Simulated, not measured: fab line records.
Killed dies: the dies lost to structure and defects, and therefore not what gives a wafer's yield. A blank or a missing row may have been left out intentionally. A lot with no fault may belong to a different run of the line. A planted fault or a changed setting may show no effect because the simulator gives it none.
Chamber matching	flow gf180mcu	4 sister chambers for GF_V3_CMP_26 on cmp-02
The step polishes, stops on SiO2, t overpolish 15 s, target thk 0 nm. 4 wafers are shown with their chamber, then 12 later ones without.

WAFERS WITH THEIR CHAMBER
wafer	chamber	time_to_endpoint_s (s)
L086.6	2	91
L087.1	3	84
L087.2	0	82
L087.3	1	88

WAFERS WITH NO CHAMBER GIVEN
wafer	time_to_endpoint_s (s)
L090.2	86
L090.4	89
L090.5	91
L091.1	80
L091.4	82
L091.6	89
L093.1	83
L093.2	83
L093.5	82
L094.1	81
L094.4	88
L094.5	86

WHICH CHAMBER EACH ONE RAN IN
wafer	from the rows above	in truth
L090.2	can't be placed: 1 or 3 or 0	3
L090.4	can't be placed: 1 or 2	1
L090.5	2	2
L091.1	can't be placed: 0 or 3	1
L091.4	can't be placed: 0 or 3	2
L091.6	can't be placed: 1 or 2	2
L093.1	can't be placed: 0 or 3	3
L093.2	can't be placed: 0 or 3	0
L093.5	can't be placed: 0 or 3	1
L094.1	can't be placed: 0 or 3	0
L094.4	1	1
L094.5	can't be placed: 1 or 3 or 0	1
Correctly placed: 2 of 12. Can't be placed from these rows: 10 (the true chamber is among the candidates in 7). Placed wrongly: 0.
How it was worked out, from the rows above alone: a wafer's distance from a chamber is the root of the sum, over the readings, of the square of ((its reading less the chamber's mean) divided by the reading's scatter). If the next closest chamber is less than 2 further off than the closest, the wafer can't be placed; otherwise it belongs to the closest. Each chamber's mean is taken over the wafers shown for it. The scatter: root of mean squared gap, hidden wafer to nearest shown wafer, with one shown wafer a chamber.
